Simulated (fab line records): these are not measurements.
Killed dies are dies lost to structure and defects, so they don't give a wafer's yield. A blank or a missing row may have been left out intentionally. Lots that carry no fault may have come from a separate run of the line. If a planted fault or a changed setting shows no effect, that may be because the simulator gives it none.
fab line records	flow sky130
record lots=11	wafers=33	last-day=50
route steps=708 shown VIA2@521 METAL4@632 VIA4@659 PASSIVATION@693 PAD_OPEN@708
lots that met no fault: from a run of the same line without faults
start-h: hours from the record's opening day to when the first of the lot's shown wafers began	wait-h: hours elapsed since this lot's preceding step	" same as the row above	L1.1+2: one row covering several wafers at once	- no value, or no start was given	* or withheld: withheld	< > ~ a bound
route shown NAME@n: NAME is a module with steps in the file, n the number in the route of the first one	usual: the fault-free wafers' mean and standard deviation	same: alike in all rows	chamber/n: place in a boat	sites: each site's reading	_std_site: standard deviation across them	_edge_site: inner sites' mean taken away from outer sites' mean	radius-mm: for every site, how far away it sits from the centre of the wafer	mask NAME#n: copy n	behind: tool/chamber where the wafer was last shaped	hold: cause of the lot's hold/its duration in hours/its outcome	device: the n, p or np transistor that did not switch	end of line: the same wafers' tests at the end of the route	a step with no rows: only its recipe	killed: dies lost to structure and defects at the first sort, not the wafer's yield	map: the dies of a wafer, with x for killed, . for not killed, _ for no die there
set.NAME: the setting as run; set.NAME@STEP: as run at that earlier step	model.NAME: the simulator's own value behind a step, which no gauge read
a sample of lots followed through the steps of the route, with each step as a table and each wafer as a row
services: a tool's chamber out of use, with start hour (start-h, from the record's first day; less than 0 if before it), hours out, and reason
## steps
# step SKY_VIA2_ETCH_14
# recipe chemistry=N2/H2	target=BARC	ion-energy-ev=200	source-w=500	bias-w=100	pressure-mtorr=30	n2-flow-sccm=100	h2-flow-sccm=200	stop-on=SiO2	time-s=45.9	target-depth-a=600
# usual chamber-pressure-mTorr=30.000/0.027	drypump-motor-current-A=5.7/0.31	oes-product-au=0.855/0.0041	throttle-valve-pct=13.226/0.0088
# same time-s=45.9
lot.wafer	tool	chamber	start-h	wait-h	chamber-pressure-mTorr	drypump-motor-current-A	oes-product-au	rf-hours-counter-h	throttle-valve-pct
L846.1	rie-diel-01	3	846.75	0.0	30.017	5.4	0.854	7	13.223
L846.3	"	1	"	"	29.985	5.7	0.855	14	13.227
L846.4	"	0	"	"	29.988	5.4	0.856	4	13.218
L847.1	rie-diel-02	0	849.40	0.0	29.990	6.0	0.861	3	13.229
L847.4	"	1	"	"	30.000	5.4	0.853	15	13.216
L847.6	"	1	"	"	30.042	5.4	0.852	-	13.218
L848.1	rie-diel-04	2	854.60	0.0	29.999	5.9	0.850	19	13.231
L848.3	"	1	"	"	30.001	5.4	0.856	11	13.226
L848.6	"	2	"	"	30.019	5.9	0.845	-	13.217
L849.1	rie-diel-02	3	872.25	0.0	30.010	5.6	0.856	12	13.218
L849.5	"	2	"	"	30.033	5.2	0.861	-	13.236
L849.6	"	3	"	"	30.008	5.7	0.856	-	13.222
L853.1	rie-diel-01	0	902.95	0.0	29.978	5.5	0.853	6	13.229
L853.3	"	1	"	"	29.966	5.7	0.850	15	13.224
L853.6	"	0	"	"	29.958	5.4	0.852	-	13.225
L856.1	rie-diel-01	2	923.20	0.0	29.985	6.0	0.848	9	13.214
L856.4	"	0	"	"	30.020	5.4	0.855	6	13.218
L856.5	"	2	"	"	30.041	6.0	0.854	-	13.227
L860.3	rie-diel-04	3	953.15	0.0	29.984	5.6	0.855	7	13.231
L860.4	"	2	"	"	29.962	5.9	0.855	22	13.215
L860.6	"	1	"	"	29.984	5.4	0.849	-	13.206
L861.1	rie-diel-04	0	968.25	0.0	29.979	6.3	0.859	10	13.229
L861.3	"	1	"	"	29.986	5.4	0.854	15	13.213
L861.5	"	2	"	"	30.030	5.9	0.855	-	13.208
L865.1	rie-diel-04	2	988.80	0.0	30.021	5.8	0.851	23	13.228
L865.4	"	0	"	"	30.014	6.3	0.855	11	13.225
L865.5	"	3	"	"	29.955	5.7	0.861	-	13.224
L867.2	rie-diel-01	1	992.16	0.0	29.995	5.7	0.855	17	13.208
L867.4	"	0	"	"	29.999	5.5	0.862	8	13.212
L867.5	"	3	"	"	29.983	5.4	0.850	-	13.228
L868.1	rie-diel-01	0	1002.66	0.0	30.020	5.5	0.852	8	13.239
L868.2	"	3	"	"	30.033	5.4	0.851	11	13.217
L868.4	"	1	"	"	29.998	5.8	0.857	17	13.227
# step SKY_METAL4_ETCH_16
# recipe chemistry=N2/H2	target=BARC	ion-energy-ev=200	bias-w=100	pressure-mtorr=30	n2-flow-sccm=100	h2-flow-sccm=200	icp-w=500	stop-on=SiO2	time-s=88.2	target-depth-a=600
# usual chamber-pressure-mTorr=29.996/0.025	drypump-motor-current-A=5.6/0.41	oes-product-au=0.626/0.0044	throttle-valve-pct=13.205/0.011
# same time-s=88.2
lot.wafer	tool	chamber	start-h	wait-h	chamber-pressure-mTorr	drypump-motor-current-A	oes-product-au	rf-hours-counter-h	throttle-valve-pct
L846.1	rie-metal-03	1	978.73	0.0	30.037	5.5	0.625	18	13.208
L846.3	"	1	"	"	29.981	5.4	0.625	-	13.183
L846.4	"	0	"	"	29.969	5.9	0.629	-	13.211
L847.1	rie-metal-01	1	979.79	0.0	29.995	6.0	0.630	4	13.194
L847.4	"	0	"	"	29.995	4.9	0.623	-	13.202
L847.6	"	1	"	"	29.976	6.0	0.633	-	13.211
L848.1	rie-metal-04	0	983.23	0.0	29.970	5.9	0.637	16	13.196
L848.3	"	0	"	"	30.007	5.9	0.624	-	13.192
L848.6	"	0	"	"	29.988	5.9	0.623	-	13.188
L849.1	rie-metal-01	0	1002.34	0.0	29.954	4.9	0.630	3	13.215
L849.5	"	1	"	"	29.973	6.0	0.621	-	13.211
L849.6	"	0	"	"	29.951	4.9	0.626	-	13.191
L853.1	rie-metal-03	0	1029.48	0.0	30.001	5.9	0.630	18	13.203
L853.3	"	0	"	"	29.959	5.9	0.633	-	13.206
L853.6	"	0	"	"	29.975	5.9	0.629	-	13.209
L856.1	rie-metal-01	0	1047.93	0.0	29.995	4.9	0.627	6	13.205
L856.4	"	0	"	"	30.030	4.9	0.619	-	13.216
L856.5	"	0	"	"	30.025	4.9	0.623	-	13.211
L860.3	rie-metal-04	0	1075.24	0.0	29.958	5.9	0.620	-	13.215
L860.4	"	1	"	"	29.969	5.8	0.633	-	13.207
L860.6	"	0	"	"	29.975	5.9	0.616	-	13.206
L861.1	rie-metal-03	0	1085.89	0.0	29.962	5.9	0.631	22	13.209
L861.3	"	0	"	"	29.990	5.9	0.613	-	13.208
L861.5	"	0	"	"	29.994	5.9	0.629	-	13.213
L865.1	rie-metal-01	0	1104.00	0.0	30.005	4.9	0.613	10	13.189
L865.4	"	1	"	"	29.994	6.0	0.620	-	13.208
L865.5	"	1	"	"	30.009	6.0	0.627	-	13.187
L867.2	rie-metal-04	0	1105.08	0.0	29.985	5.9	0.627	25	13.210
L867.4	"	1	"	"	30.003	5.8	0.623	-	13.203
L867.5	"	0	"	"	29.996	5.9	0.628	-	13.232
L868.1	rie-metal-03	1	1115.05	0.0	29.977	5.4	0.628	27	13.185
L868.2	"	0	"	"	29.999	5.9	0.625	24	13.217
L868.4	"	1	"	"	30.005	5.5	0.624	-	13.216
# step SKY_VIA4_THK_MEAS_20
# recipe thk-meas-gauge=xrf	reads=W_of_VIA4_CVD_18
# usual VIA4_W_THK=513/8
lot.wafer	tool	chamber	start-h	wait-h	VIA4_W_THK[nm]
L846.1	film-metro-02	-	1004.96	0.1	507
L846.3	"	-	"	"	513
L846.4	"	-	"	"	504
L847.1	film-metro-03	-	1005.31	0.1	514
L847.4	"	-	"	"	508
L847.6	"	-	"	"	508
L848.1	film-metro-03	-	1008.57	0.1	510
L848.3	"	-	"	"	512
L848.6	"	-	"	"	511
L849.1	film-metro-02	-	1028.00	0.1	513
L849.5	"	-	"	"	516
L849.6	"	-	"	"	521
L853.1	film-metro-03	-	1055.64	0.1	514
L853.3	"	-	"	"	520
L853.6	"	-	"	"	516
L856.1	film-metro-01	-	1071.88	0.1	500
L856.4	"	-	"	"	497
L856.5	"	-	"	"	504
L860.3	film-metro-02	-	1097.75	0.1	519
L860.4	"	-	"	"	526
L860.6	"	-	"	"	529
L861.1	film-metro-01	-	1108.68	0.1	509
L861.3	"	-	"	"	512
L861.5	"	-	"	"	512
L865.1	film-metro-01	-	1126.10	0.1	514
L865.4	"	-	"	"	508
L865.5	"	-	"	"	516
L867.2	film-metro-02	-	1127.34	0.1	508
L867.4	"	-	"	"	516
L867.5	"	-	"	"	518
L868.1	film-metro-03	-	1136.79	0.1	511
L868.2	"	-	"	"	523
L868.4	"	-	"	"	503
# step SKY_PASSIVATION_STRIP_12
# recipe chemistry=O2/N2	power-w=1400	pressure-mtorr=1500	platen-temp-c=withheld	overash-fraction=0.7	o2-flow-sccm=3000	n2-flow-sccm=300
# usual chamber-pressure-mTorr=1500.2/1.4	drypump-motor-current-A=5.9/0.35	oes-product-au=0.661/0.0049	strip-time-to-endpoint-s=31.52/0.11
lot.wafer	tool	chamber	start-h	wait-h	chamber-pressure-mTorr	drypump-motor-current-A	oes-product-au	rf-hours-counter-h	strip-time-to-endpoint-s
L846.1	plasma-asher-03	1	1051.41	0.1	1500.0	6.1	0.661	30	31.80
L846.3	"	0	"	"	1501.5	5.5	0.664	-	31.42
L846.4	"	1	"	"	1499.4	6.1	0.668	-	31.47
L847.1	plasma-asher-03	1	1052.11	0.1	1499.1	6.1	0.658	30	31.69
L847.4	"	0	"	"	1499.9	5.5	0.666	-	31.40
L847.6	"	1	"	"	1501.8	6.2	0.661	-	31.47
L848.1	plasma-asher-02	0	1055.55	0.1	1502.2	6.1	0.654	62	31.69
L848.3	"	1	"	"	1501.7	5.6	0.661	-	31.49
L848.6	"	1	"	"	1500.1	5.6	0.653	-	31.43
L849.1	plasma-asher-03	0	1073.70	0.1	1501.1	5.5	0.666	33	31.42
L849.5	"	1	"	"	1498.6	6.2	0.662	-	31.51
L849.6	"	0	"	"	1501.4	5.5	0.656	-	31.53
L853.1	plasma-asher-02	1	1098.11	0.1	1500.9	5.6	0.653	66	31.52
L853.3	"	1	"	"	1501.5	5.6	0.663	-	31.54
L853.6	"	0	"	"	1498.3	6.1	0.662	-	31.65
L856.1	plasma-asher-03	1	1113.20	0.1	1498.9	6.1	0.658	37	31.70
L856.4	"	0	"	"	1498.3	5.6	0.659	-	31.61
L856.5	"	0	"	"	1498.0	5.5	0.667	-	31.58
L860.3	plasma-asher-02	0	1138.54	0.1	1502.1	6.1	0.653	-	31.59
L860.4	"	1	"	"	1499.6	5.7	0.668	-	31.59
L860.6	"	0	"	"	1500.0	6.1	0.663	-	31.49
L861.1	plasma-asher-02	0	1148.45	0.1	1499.1	6.1	0.658	71	31.50
L861.3	"	1	"	"	1500.7	5.6	0.653	-	31.49
L861.5	"	1	"	"	1500.2	5.6	0.657	-	31.54
L865.1	plasma-asher-03	1	1163.31	0.1	1501.1	6.1	0.662	42	31.79
L865.4	"	0	"	"	1499.4	5.6	0.670	-	31.42
L865.5	"	0	"	"	1500.3	5.6	0.663	-	31.40
L867.2	plasma-asher-01	1	1165.46	0.1	1502.3	5.9	0.671	106	31.43
L867.4	"	1	"	"	1501.4	5.9	0.667	-	31.46
L867.5	"	1	"	"	1502.8	5.9	0.669	-	31.47
L868.1	plasma-asher-02	1	1175.31	0.1	1499.8	5.7	0.665	73	31.61
L868.2	"	0	"	"	1497.7	6.1	0.658	73	31.52
L868.4	"	0	"	"	1499.9	6.1	0.660	-	31.64
# step SKY_PAD_OPEN_PROBE_99
# usual defect-limited-yield=82.4/1.9	killed_at_M0_to_M3=44/7.2	killed_at_M4_up=3.1/1.8	killed-at-contacts=25/5.2	killed-at-front-end=15/3.9	killed-at-other=0.2/0.5	killed-dies=86/9.5	killed-open=47/7.3	killed-short=40/6	sort_bin_3_pad_short=0.8/0.44	sort_bin_5_function=10.4/1.5	sort_bin_6_memory=6.3/1.1	sort-n-pass=406/9.5	sort-yield-pct=82.4/1.9
# same gross-dies=492	killed-at-back-side=0	sort_bin_4_leakage[%]=0	sort_bin_8_speed[%]=0
lot.wafer	tool	chamber	start-h	wait-h	defect-limited-yield[%]	killed_at_M0_to_M3	killed_at_M4_up	killed-at-contacts	killed-at-front-end	killed-at-other	killed-dies	killed-open	killed-short	sort_bin_3_pad_short[%]	sort_bin_5_function[%]	sort_bin_6_memory[%]	sort-n-pass	sort-yield-pct[%]
L847.1	prober-02	-	1075.72	0.1	80.1	52	3	29	14	0	98	46	52	1.6	11.6	6.7	394	80.1
L847.4	prober-02	-	1075.87	0.2	82.3	48	3	21	15	0	87	39	48	0.6	11.0	6.1	405	82.3
L847.6	prober-02	-	1075.97	0.2	80.3	49	0	34	13	1	97	53	44	0.8	11.6	7.3	395	80.3
L849.1	prober-02	-	1096.52	0.1	81.7	38	0	35	17	0	90	52	38	1.4	9.3	7.5	402	81.7
L849.5	prober-02	-	1096.72	0.2	85.2	33	3	17	20	0	73	36	37	0.2	9.1	5.5	419	85.2
L849.6	prober-02	-	1096.77	0.2	83.3	49	4	18	11	0	82	46	36	1.2	8.3	7.1	410	83.3
L853.1	prober-02	-	1120.13	0.1	74.6	83	4	28	10	0	125	52	33	2.0	15.7	7.7	367	74.6
L853.3	prober-02	-	1120.23	0.2	82.3	43	10	19	15	0	87	41	31	1.2	10.8	5.7	405	82.3
L853.6	prober-02	-	1120.38	0.2	72.6	82	7	29	17	0	135	49	44	2.0	15.2	10.2	357	72.6
L856.1	prober-01	-	1134.82	0.1	75.4	80	2	23	15	1	121	49	33	1.8	16.7	6.1	371	75.4
L856.4	prober-01	-	1134.97	0.2	76.2	77	4	33	3	0	117	37	41	3.3	13.8	6.7	375	76.2
L856.5	prober-01	-	1135.02	0.2	76.2	86	4	17	10	0	117	36	35	2.6	15.4	5.7	375	76.2
L860.3	prober-01	-	1157.99	0.2	82.1	49	2	15	22	0	88	43	43	1.4	10.0	6.5	404	82.1
L860.6	prober-01	-	1158.14	0.2	82.7	43	5	24	13	0	85	42	43	0.4	10.6	6.3	407	82.7
L861.1	prober-02	-	1168.28	0.1	83.5	47	1	21	12	0	81	43	38	1.0	9.8	5.7	411	83.5
L861.3	prober-02	-	1168.38	0.2	82.5	42	2	22	20	0	86	45	41	1.6	9.6	6.3	406	82.5
L861.5	prober-02	-	1168.48	0.2	80.9	50	5	30	9	0	94	52	42	0.4	11.4	7.3	398	80.9
L865.1	prober-02	-	1182.41	0.1	82.9	38	1	29	16	0	84	41	43	0.8	10.2	6.1	408	82.9
L865.4	prober-02	-	1182.56	0.2	81.1	52	3	27	11	0	93	48	45	0.6	13.0	5.3	399	81.1
L865.5	prober-02	-	1182.61	0.2	80.3	46	7	26	18	0	97	48	49	2.2	12.0	5.5	395	80.3
L868.1	prober-01	-	1193.57	0.1	81.7	39	3	30	18	0	90	53	37	0.2	11.0	7.1	402	81.7
L868.2	prober-01	-	1193.62	0.1	82.7	45	6	21	13	0	85	50	35	1.4	9.8	6.1	407	82.7
L868.4	prober-01	-	1193.72	0.2	84.6	46	3	18	9	0	76	46	30	0.6	8.7	6.1	416	84.6
# killed by level:class
L847.1 VIA1:geometric-particle:open=11 LI_CONTACT:geometric-particle:open=9 METAL2:geometric-particle:short=9 CONTACT:geometric-particle:open=8 METAL1:geometric-particle:short=7 VIA2:geometric-particle:open=6 LI_CONTACT:geometric-particle:short=5 FIELD_ISO:geometric-particle:short=4
L847.4 METAL2:geometric-particle:short=9 VIA1:geometric-particle:open=7 CONTACT:geometric-particle:open=6 VIA2:geometric-particle:open=6 LI_CONTACT:geometric-particle:open=5 CONTACT:geometric-particle:short=5 METAL3:geometric-particle:short=5 VIA3:geometric-particle:short=5
L847.6 VIA3:geometric-particle:open=12 VIA1:geometric-particle:open=11 CONTACT:geometric-particle:open=10 LI_CONTACT:geometric-particle:open=9 METAL1:geometric-particle:short=8 CONTACT:geometric-particle:short=7 METAL2:geometric-particle:short=7 POLY_GATE:geometric-particle:short=5
L849.1 CONTACT:geometric-particle:open=17 METAL2:geometric-particle:short=8 LI_CONTACT:geometric-particle:open=7 VIA1:geometric-particle:open=7 VIA2:geometric-particle:open=6 LOCAL_INTERCONNECT:geometric-particle:short=5 FIELD_ISO:geometric-particle:open=4 SPACER:geometric-particle:open=4
L849.5 VIA1:geometric-particle:open=10 LOCAL_INTERCONNECT:geometric-particle:short=5 FIELD_ISO:geometric-particle:open=5 METAL1:geometric-particle:short=5 METAL2:geometric-particle:short=4 CONTACT:geometric-particle:short=4 CONTACT:geometric-particle:open=4 VIA3:geometric-particle:open=4
L849.6 VIA1:geometric-particle:open=10 METAL2:geometric-particle:short=9 LI_CONTACT:geometric-particle:open=8 VIA3:geometric-particle:open=6 METAL1:geometric-particle:short=5 CONTACT:geometric-particle:open=5 VIA2:geometric-particle:open=5 METAL3:geometric-particle:short=4
L853.1 VIA2:unspecified=40 CONTACT:geometric-particle:open=12 VIA1:geometric-particle:open=8 VIA2:geometric-particle:open=8 LI_CONTACT:geometric-particle:open=7 VIA3:geometric-particle:open=6 FIELD_ISO:geometric-particle:open=5 METAL2:geometric-particle:short=5
L853.3 VIA2:unspecified=15 LI_CONTACT:geometric-particle:open=8 VIA1:geometric-particle:open=7 METAL4:geometric-particle:short=6 VIA2:geometric-particle:short=5 CONTACT:geometric-particle:short=4 VIA3:geometric-particle:open=4 FIELD_ISO:geometric-particle:open=3
L853.6 VIA2:unspecified=42 CONTACT:geometric-particle:open=13 LI_CONTACT:geometric-particle:open=10 VIA1:geometric-particle:short=7 VIA1:geometric-particle:open=7 POLY_GATE:geometric-particle:short=6 VIA2:geometric-particle:open=6 METAL2:geometric-particle:short=5
L856.1 VIA2:unspecified=39 LI_CONTACT:geometric-particle:open=7 CONTACT:geometric-particle:open=7 VIA1:geometric-particle:open=7 VIA3:geometric-particle:open=6 VIA2:geometric-particle:open=6 FIELD_ISO:geometric-particle:open=5 METAL2:geometric-particle:short=5
L856.4 VIA2:unspecified=39 LI_CONTACT:geometric-particle:open=13 VIA3:geometric-particle:short=7 VIA2:geometric-particle:short=6 LOCAL_INTERCONNECT:geometric-particle:short=6 CONTACT:geometric-particle:open=6 VIA1:geometric-particle:open=6 CONTACT:geometric-particle:short=5
L856.5 VIA2:unspecified=46 VIA1:geometric-particle:open=14 VIA2:geometric-particle:open=7 CONTACT:geometric-particle:short=6 METAL2:geometric-particle:short=6 METAL1:geometric-particle:short=5 LI_CONTACT:geometric-particle:short=4 CONTACT:geometric-particle:open=3
L860.3 VIA1:geometric-particle:open=9 METAL1:geometric-particle:short=8 VIA2:geometric-particle:open=8 FIELD_ISO:geometric-particle:short=6 VIA1:geometric-particle:short=6 POLY_GATE:geometric-particle:open=5 CONTACT:geometric-particle:open=5 FIELD_ISO:geometric-particle:open=4
L860.6 VIA1:geometric-particle:open=9 CONTACT:geometric-particle:open=8 VIA3:geometric-particle:short=7 VIA1:geometric-particle:short=7 LI_CONTACT:geometric-particle:open=6 CONTACT:geometric-particle:short=5 METAL2:geometric-particle:short=5 FIELD_ISO:geometric-particle:open=4
L861.1 VIA1:geometric-particle:open=12 LI_CONTACT:geometric-particle:open=8 METAL1:geometric-particle:short=6 VIA1:geometric-particle:short=6 CONTACT:geometric-particle:open=5 METAL2:geometric-particle:short=5 FIELD_ISO:geometric-particle:short=4 LOCAL_INTERCONNECT:geometric-particle:short=4
L861.3 METAL2:geometric-particle:short=11 VIA1:geometric-particle:open=9 CONTACT:geometric-particle:open=7 VIA3:geometric-particle:open=6 FIELD_ISO:geometric-particle:open=5 POLY_GATE:geometric-particle:open=5 LI_CONTACT:geometric-particle:open=5 METAL1:geometric-particle:short=5
L861.5 CONTACT:geometric-particle:open=15 VIA1:geometric-particle:open=11 VIA3:geometric-particle:open=11 VIA1:geometric-particle:short=7 CONTACT:geometric-particle:short=6 METAL2:geometric-particle:short=6 LI_CONTACT:geometric-particle:open=5 LOCAL_INTERCONNECT:geometric-particle:short=4
L865.1 LI_CONTACT:geometric-particle:open=7 LOCAL_INTERCONNECT:geometric-particle:short=7 FIELD_ISO:geometric-particle:short=6 METAL1:geometric-particle:short=6 CONTACT:geometric-particle:open=6 VIA1:geometric-particle:open=6 VIA2:geometric-particle:open=6 METAL3:geometric-particle:short=5
L865.4 VIA1:geometric-particle:open=12 VIA3:geometric-particle:open=9 VIA1:geometric-particle:short=8 CONTACT:geometric-particle:open=7 METAL2:geometric-particle:short=7 LI_CONTACT:geometric-particle:open=6 LI_CONTACT:geometric-particle:short=5 LOCAL_INTERCONNECT:geometric-particle:short=5
L865.5 VIA1:geometric-particle:open=12 CONTACT:geometric-particle:open=8 METAL1:geometric-particle:short=7 LOCAL_INTERCONNECT:geometric-particle:short=7 METAL4:geometric-particle:short=7 VIA3:geometric-particle:open=7 VIA2:geometric-particle:open=6 SPACER:geometric-particle:open=5
L868.1 VIA1:geometric-particle:open=11 CONTACT:geometric-particle:open=9 LI_CONTACT:geometric-particle:open=9 FIELD_ISO:geometric-particle:short=8 VIA3:geometric-particle:open=7 METAL2:geometric-particle:short=7 FIELD_ISO:geometric-particle:open=5 CONTACT:geometric-particle:short=5
L868.2 VIA1:geometric-particle:open=15 CONTACT:geometric-particle:open=13 METAL2:geometric-particle:short=9 FIELD_ISO:geometric-particle:short=6 LI_CONTACT:geometric-particle:open=4 METAL1:geometric-particle:short=4 VIA1:geometric-particle:short=4 VIA3:geometric-particle:short=4
L868.4 VIA1:geometric-particle:open=10 VIA2:geometric-particle:open=7 CONTACT:geometric-particle:open=6 LI_CONTACT:geometric-particle:open=6 METAL2:geometric-particle:short=6 FIELD_ISO:geometric-particle:open=5 METAL3:geometric-particle:short=5 METAL1:geometric-particle:short=4
## services
tool	chamber	start-h	hours	kind
rie-metal-04	1	824.33	14.4	repair
rie-metal-03	1	853.32	9.6	repair
rie-diel-04	2	863.49	8.6	repair
plasma-asher-02	-	872.94	14.6	pm
rie-diel-01	1	878.10	1.7	repair
rie-diel-04	0	882.02	5.0	repair
rie-diel-02	0	885.32	19.8	repair
rie-diel-04	1	886.93	14.7	repair
rie-diel-01	1	939.36	1.3	repair
plasma-asher-03	-	955.23	2.8	pm
rie-diel-02	-	955.24	1.5	repair
plasma-asher-03	-	958.41	9.6	repair
rie-diel-04	1	1017.73	36.8	repair
rie-metal-04	1	1030.04	22.0	repair
rie-diel-01	2	1045.43	4.3	repair
rie-diel-01	-	1070.07	0.9	repair
rie-diel-01	0	1077.18	3.7	repair
rie-metal-03	-	1105.54	1.4	pm
rie-diel-01	1	1108.35	2.4	repair
rie-metal-04	-	1118.94	0.5	repair
plasma-asher-03	-	1144.17	0.6	repair
rie-diel-04	3	1146.16	9.7	repair
rie-diel-01	1	1147.58	8.5	repair
rie-diel-04	-	1168.10	15.6	pm
## key
first-sign step=SKY_PAD_OPEN_PROBE_99	reading=killed_at_M0_to_M3	direction=up	sigmas=4.3	usual=44	struck=75	wafers-moved=5
effect step=SKY_PAD_OPEN_PROBE_99	reading=sort-n-pass	direction=down	sigmas=3.2	usual=406	struck=375	wafers-moved=5
met-at SKY_VIA2_ETCH_14
struck-lots L853,L856
not-acting-at SKY_METAL4_ETCH_16,SKY_VIA4_THK_MEAS_20,SKY_PASSIVATION_STRIP_12
onset-between 846.75 902.95
fault kind=chamber-particle-source	tool=rie-diel-01	chamber=-	onset-h=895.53	steps=SKY_VIA2_ETCH_14	rate-per-visit-cm2=0.5483	end-h=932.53
